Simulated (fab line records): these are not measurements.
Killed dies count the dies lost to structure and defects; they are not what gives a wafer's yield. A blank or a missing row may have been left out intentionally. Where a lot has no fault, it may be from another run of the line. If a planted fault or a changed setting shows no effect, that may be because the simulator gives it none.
Which tool was responsible? / flow gf180mcu / Sampling: 14 lots, 42 wafers, 2 of 602 route steps

WHAT THE GAUGES SHOWED, per wafer
GF_MIM_THK_MEAS_06. Usual: MIM_CVD_05_THK 42.2 nm, standard deviation 0.48.
lot=L401; measured=day 24 07:25; on=film_metro-04; MIM_CVD_05_THK (nm)=42.3 41.8 42.0; flag=
lot=L403; measured=day 25 04:07; on=film_metro-01; MIM_CVD_05_THK (nm)=42.2 43.0 42.9; flag=
lot=L404; measured=day 25 10:02; on=film_metro-01; MIM_CVD_05_THK (nm)=41.8 41.4 42.4; flag=
lot=L405; measured=day 26 00:38; on=film_metro-04; MIM_CVD_05_THK (nm)=42.0 42.7 42.7; flag=
lot=L406; measured=day 26 05:59; on=film_metro-04; MIM_CVD_05_THK (nm)=41.8 42.1 42.5; flag=
lot=L407; measured=day 26 14:27; on=film_metro-02; MIM_CVD_05_THK (nm)=42.5 43.3 42.9; flag=
lot=L409; measured=day 27 01:59; on=film_metro-01; MIM_CVD_05_THK (nm)=41.9 42.4 42.4; flag=
lot=L408; measured=day 27 02:17; on=film_metro-02; MIM_CVD_05_THK (nm)=42.5 42.3 42.4; flag=
lot=L412; measured=day 28 03:32; on=film_metro-01; MIM_CVD_05_THK (nm)=42.5 43.0 42.9; flag=
lot=L414; measured=day 28 17:29; on=film_metro-01; MIM_CVD_05_THK (nm)=42.5 42.3 42.6; flag=
lot=L417; measured=day 29 20:09; on=film_metro-04; MIM_CVD_05_THK (nm)=42.2 42.5 42.3; flag=
lot=L422; measured=day 31 04:36; on=film_metro-04; MIM_CVD_05_THK (nm)=41.2 42.1 41.4; flag=
lot=L423; measured=day 31 06:59; on=film_metro-02; MIM_CVD_05_THK (nm)=41.5 42.1 42.3; flag=
lot=L424; measured=day 31 08:40; on=film_metro-04; MIM_CVD_05_THK (nm)=42.1 42.6 42.0; flag=

TOOL THAT RAN EACH LOT (tool first, then ch and the chambers of the sampled wafers, then the start)
lot=L401; GF_MIM_SPUTTER_02=pvd_sputter-02, day 24 07:17
lot=L403; GF_MIM_SPUTTER_02=pvd_sputter-02, day 25 04:00
lot=L404; GF_MIM_SPUTTER_02=pvd_sputter-03, day 25 09:55
lot=L405; GF_MIM_SPUTTER_02=pvd_sputter-04, day 26 00:29
lot=L406; GF_MIM_SPUTTER_02=pvd_sputter-02, day 26 05:50
lot=L407; GF_MIM_SPUTTER_02=pvd_sputter-03, day 26 14:19
lot=L409; GF_MIM_SPUTTER_02=pvd_sputter-03, day 27 01:50
lot=L408; GF_MIM_SPUTTER_02=pvd_sputter-02, day 27 02:07
lot=L412; GF_MIM_SPUTTER_02=pvd_sputter-03, day 28 03:25
lot=L414; GF_MIM_SPUTTER_02=pvd_sputter-03, day 28 17:20
lot=L417; GF_MIM_SPUTTER_02=pvd_sputter-03, day 29 20:00
lot=L422; GF_MIM_SPUTTER_02=pvd_sputter-02, day 31 04:28
lot=L423; GF_MIM_SPUTTER_02=pvd_sputter-04, day 31 06:51
lot=L424; GF_MIM_SPUTTER_02=pvd_sputter-03, day 31 08:33
- GF_MIM_SPUTTER_02: material AlCu, target thk 450 nm, time 23.9 s.

WHAT THE TOOLS THEMSELVES READ (means of the sampled wafers that have a number; where no wafer has one, the mark that the record gives instead)
GF_MIM_SPUTTER_02. Usual: throttle_valve_pct 30.2 %, standard deviation 1.
lot=L401; tool=pvd_sputter-02; throttle_valve_pct (%)=29.5; flag=
lot=L403; tool=pvd_sputter-02; throttle_valve_pct (%)=30.0; flag=
lot=L404; tool=pvd_sputter-03; throttle_valve_pct (%)=30.6; flag=
lot=L405; tool=pvd_sputter-04; throttle_valve_pct (%)=29.0; flag=
lot=L406; tool=pvd_sputter-02; throttle_valve_pct (%)=29.7; flag=
lot=L407; tool=pvd_sputter-03; throttle_valve_pct (%)=31.7; flag=
lot=L409; tool=pvd_sputter-03; throttle_valve_pct (%)=29.9; flag=
lot=L408; tool=pvd_sputter-02; throttle_valve_pct (%)=30.1; flag=
lot=L412; tool=pvd_sputter-03; throttle_valve_pct (%)=30.5; flag=
lot=L414; tool=pvd_sputter-03; throttle_valve_pct (%)=29.8; flag=
lot=L417; tool=pvd_sputter-03; throttle_valve_pct (%)=31.3; flag=
lot=L422; tool=pvd_sputter-02; throttle_valve_pct (%)=29.7; flag=
lot=L423; tool=pvd_sputter-04; throttle_valve_pct (%)=29.2; flag=
lot=L424; tool=pvd_sputter-03; throttle_valve_pct (%)=30.6; flag=

THE ANSWER, worked out from the rows above alone
Rule: a lot is off if the mean of its wafers that have a number lies more than 3 standard deviations from the usual mean. A lot without any number at a reading at which 4 lots or more have one is off too. The other lots that the step has rows for count as sound. First the gauges in route order, then the tools' own readings, where a lot's mean is used as printed above. At the first step where some lot is off, the reading lying furthest off is the one used; lots without a number count as furthest.
No lot is off at any reading shown: from this, nothing can be told.

WHAT THE SIMULATOR HAD PUT IN
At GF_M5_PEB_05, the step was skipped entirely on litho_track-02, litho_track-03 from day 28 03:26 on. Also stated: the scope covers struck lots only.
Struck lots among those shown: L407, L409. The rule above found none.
